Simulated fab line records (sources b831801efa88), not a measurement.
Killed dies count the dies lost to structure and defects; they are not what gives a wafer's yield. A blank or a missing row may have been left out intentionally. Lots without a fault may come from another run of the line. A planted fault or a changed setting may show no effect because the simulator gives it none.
Which tool was responsible? -- flow sky130 -- Sampling: 13 lots, 39 wafers, 5 of 708 route steps

## WHAT EACH GAUGE READ, for each wafer
SKY_LOCAL_INTERCONNECT_OVL_MEAS_12.
lot,measured,on,LOCAL_INTERCONNECT_OVL (nm)
L198,day 30 16:26,overlay-01,-1 2 -1
L199,day 30 21:03,overlay-01,-3 -8 2
L200,day 31 09:41,overlay-01,-2 5 -3
L201,day 32 02:03,overlay-02,2 8 11
L208,day 34 04:54,overlay-02,-2 2 3
L209,day 34 19:22,overlay-01,-1 -3 6
L210,day 35 04:00,overlay-02,-2 5 -1
L211,day 35 08:04,overlay-02,-4 -4 -5
L212,day 35 16:49,overlay-02,5 -3 -1
L215,day 36 14:13,overlay-01,6 9 7
L219,day 37 13:32,overlay-01,5 -1 2
L220,day 37 22:46,overlay-02,5 1 -1
L221,day 38 03:10,overlay-02,2 -5 -4

SKY_CONTACT_CD_MEAS_14 targets a cd of 170 nm.
lot,measured,on,cdNm (nm)
L198,day 31 22:23,cdSem-02,168.3 168.6 167.8
L199,day 32 03:14,cdSem-01,172.0 171.1 170.3
L200,day 32 14:31,cdSem-01,172.2 172.9 172.7
L201,day 33 08:10,cdSem-01,171.7 172.2 172.0
L208,day 35 08:28,cdSem-01,129.1 129.0 170.8
L209,day 35 22:28,cdSem-01,127.1 169.8 169.6
L210,day 36 07:13,cdSem-02,169.7 171.8 170.5
L211,day 36 11:29,cdSem-01,169.0 170.3 170.9
L212,day 36 19:52,cdSem-01,172.8 172.8 171.1
L215,day 37 18:08,cdSem-01,170.4 170.0 170.1
L219,day 38 16:32,cdSem-02,171.1 172.4 172.1
L220,day 39 01:11,cdSem-02,167.8 169.3 169.0
L221,day 39 06:20,cdSem-02,170.7 170.8 170.8

SKY_CONTACT_OVL_MEAS_15.
lot,measured,on,CONTACT_OVL (nm)
L198,day 31 22:29,overlay-01,-2 -5 2
L199,day 32 03:19,overlay-02,9 -4 6
L200,day 32 14:38,overlay-01,4 0 -4
L201,day 33 08:17,overlay-02,-3 2 -3
L208,day 35 08:35,overlay-01,-5 -4 -7
L209,day 35 22:35,overlay-01,-4 -8 -9
L210,day 36 07:20,overlay-02,-7 -12 4
L211,day 36 11:34,overlay-01,-5 -3 1
L212,day 36 19:59,overlay-01,4 -1 4
L215,day 37 18:14,overlay-02,6 4 0
L219,day 38 16:38,overlay-01,-5 4 -2
L220,day 39 01:17,overlay-02,4 -4 7
L221,day 39 06:27,overlay-02,-3 -6 -2

## TOOL THAT RAN EACH LOT (tool first, then ch and the chambers of the sampled wafers, then the start)
lot,SKY_LI_CONTACT_CVD_21,SKY_CONTACT_EXPOSE_11
L198,"cvdW-02 ch 0,1, day 29 11:10","krfScanner-01 ch 0, day 31 08:20"
L199,"cvdW-01 ch 1, day 29 15:34","krfScanner-01 ch 0, day 31 13:35"
L200,"cvdW-02 ch 0,1, day 30 03:41","krfScanner-01 ch 0, day 32 01:22"
L201,"cvdW-02 ch 1, day 30 20:34","krfScanner-02 ch 0, day 32 19:05"
L208,"cvdW-02 ch 0,1, day 33 01:51","krfScanner-02 ch 0, day 34 19:17"
L209,"cvdW-02 ch 0,1, day 33 16:03","krfScanner-02 ch 0, day 35 10:07"
L210,"cvdW-01 ch 0,1, day 34 00:43","krfScanner-01 ch 0, day 35 19:04"
L211,"cvdW-02 ch 0,1, day 34 04:19","krfScanner-01 ch 0, day 35 22:56"
L212,"cvdW-02 ch 0,1, day 34 13:37","krfScanner-01 ch 0, day 36 07:14"
L215,"cvdW-01 ch 0,1, day 35 10:18","krfScanner-01 ch 0, day 37 04:45"
L219,"cvdW-02 ch 0,1, day 36 10:43","krfScanner-01 ch 0, day 38 04:07"
L220,"cvdW-02 ch 0,1, day 36 19:46","krfScanner-01 ch 0, day 38 12:26"
L221,"cvdW-01 ch 0,1, day 37 00:33","krfScanner-01 ch 0, day 38 17:56"
- SKY_LI_CONTACT_CVD_21: deposits W, target thk 400 nm, time 120.56 s.
- SKY_CONTACT_EXPOSE_11: exposes mask CTM1, target cd 170 nm.

## AS READ BY THE TOOLS THEMSELVES (means over the sampled wafers that have a number; for cases with no such wafer, the mark the record gives instead)
SKY_LI_CONTACT_CVD_21.
lot,tool,heaterPowerW (W)
L198,cvdW-02,836
L199,cvdW-01,905
L200,cvdW-02,801
L201,cvdW-02,881
L208,cvdW-02,840
L209,cvdW-02,844
L210,cvdW-01,931
L211,cvdW-02,859
L212,cvdW-02,799
L215,cvdW-01,937
L219,cvdW-02,849
L220,cvdW-02,846
L221,cvdW-01,930

SKY_CONTACT_EXPOSE_11.
lot,tool,exposureDoseMJCm2,stageVelMmS (mm/s)
L198,krfScanner-01,37.91,500.02
L199,krfScanner-01,37.91,499.76
L200,krfScanner-01,37.90,500.02
L201,krfScanner-02,37.96,500.06
L208,krfScanner-02,37.97,500.14
L209,krfScanner-02,37.98,499.81
L210,krfScanner-01,37.90,500.23
L211,krfScanner-01,37.92,500.20
L212,krfScanner-01,37.96,500.01
L215,krfScanner-01,37.88,499.72
L219,krfScanner-01,37.95,499.94
L220,krfScanner-01,37.89,500.13
L221,krfScanner-01,37.89,500.29

## THE ANSWER, worked out from the rows above alone
Rule: the usual values come from the lots themselves. The widest of any qualifying gaps counts: lots, ordered by their means at a reading, are off when they make up no more than a third of the lots, leave a main group of 4 or more, and stand apart from it by 3 or more times the standard deviation of that group's means. A main group whose means are all the same, to the digits that the tables above print for the reading, isn't used. Also off: a lot with no number at a reading for which 4 or more lots have one. Any other lot the step has rows for is counted as sound. Order of review: gauges by route order, followed by the tools' own readings, for which a lot's mean as printed above is used. At the first step where some lot is off, the reading lying furthest off is the one used; lots without a number count as furthest.
Off, at SKY_CONTACT_CD_MEAS_14 on cdNm: L208, L209. Main group: mean 170.8 nm, sd 1.3.
If a tool, at a process step before that reading, ran all the lots that are off and no sound lot after the first of them, it fits. Those tools and the gauges at SKY_CONTACT_CD_MEAS_14 are tried in the same way. One candidate fits, namely krfScanner-02 at SKY_CONTACT_EXPOSE_11. A fault onset in the window from L201 (day 32 19:05, its last sound lot) to L208 (day 34 19:17, its first lot off) fits.

## WHAT THE SIMULATOR HAD PUT IN
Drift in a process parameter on krfScanner-02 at SKY_CONTACT_EXPOSE_11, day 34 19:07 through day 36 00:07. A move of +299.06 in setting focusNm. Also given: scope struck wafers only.
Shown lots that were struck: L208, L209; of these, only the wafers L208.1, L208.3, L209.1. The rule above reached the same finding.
